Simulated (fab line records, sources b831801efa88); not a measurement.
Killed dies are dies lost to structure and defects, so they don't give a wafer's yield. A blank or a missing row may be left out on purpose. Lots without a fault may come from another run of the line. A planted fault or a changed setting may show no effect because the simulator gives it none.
One fault seen from 2 desks | flow sky130 | each desk has only its own numbers; what lay behind them comes last

THE TOOL OWNER'S DESK: rie_diel-01
The tool's own readings at SKY_VIA1_ETCH_14 (etches BARC in N2/H2, stops on SiO2, time 45.9 s, target depth 60 nm): means of the sampled wafers that have a number, for each lot that ran on this tool. A lot is out of limits, marked OUT, if its mean lies more than 4 standard deviations from the usual mean; the brackets give that distance.
Columns: A = drypump_motor_current_A at SKY_VIA1_ETCH_14, usual 5.7 A; B = h2_flow_sccm at SKY_VIA1_ETCH_14, usual 200.1 sccm; C = oes_product_au at SKY_VIA1_ETCH_14, usual 0.854 a.u.; D = rf_fwd_power_W at SKY_VIA1_ETCH_14, usual 494.5 W; E = throttle_valve_pct at SKY_VIA1_ETCH_14, usual 13.225 %
lot  | first seen here | A   | B     | C     | D               | E
L683 | day 37 09:46    | 5.1 | 200.4 | 0.855 | 493.3           | 13.221
L685 | day 39 10:42    | 5.7 | 200.0 | 0.850 | 469.5 (-13) OUT | 13.224
L690 | day 39 14:25    | 5.5 | 200.4 | 0.858 | 470.0 (-12) OUT | 13.231
This desk's finding: out of limits on L685, L690; first on L685, day 39 10:42 (rf_fwd_power_W at SKY_VIA1_ETCH_14). In limits: L683.

THE METROLOGY DESK
What the gauges read, lot by lot, whatever tool the lot ran on: means of the sampled wafers that have a number. A lot is out of limits, marked OUT, if its mean lies more than 4 standard deviations from the usual mean; the brackets give that distance.
Columns: A = VIA1_BOW at SKY_VIA1_BOW_MEAS_03, usual 81 um; B = cd_nm at SKY_VIA1_CD_MEAS_12, usual 150.2 nm; C = VIA1_OVL at SKY_VIA1_OVL_MEAS_13, usual -3 nm
lot  | first seen here | A  | B     | C
L679 | day 35 02:58    | 77 | 150.3 | 1
L681 | day 35 20:10    | 76 | 148.9 | -3
L683 | day 36 07:46    | 79 | 149.3 | -1
L685 | day 38 09:08    | 87 | 150.5 | 4
L690 | day 38 12:55    | 79 | 150.0 | -5
L695 | day 40 04:32    | 85 | 151.2 | -9
This desk's finding: nothing out of limits on any of the 6 lots.

PUT TOGETHER
The tool owner's desk could have raised an alarm at day 39 10:42, on L685, L690.
The metrology desk saw nothing out of limits.
The metrology desk has L685, L690 on record, within its limits.
Of the lots named, all ran SKY_VIA1_ETCH_14 on rie_diel-01.

WHAT THE SIMULATOR HAD PUT IN
Process parameter drift: rie_diel-01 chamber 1, from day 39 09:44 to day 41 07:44, at SKY_VIA1_ETCH_14. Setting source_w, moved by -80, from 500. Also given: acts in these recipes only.
Lots struck among those shown: L685, L690.
Hours from the fault's start to each desk's first reading out of limits: the tool owner's desk, 1.
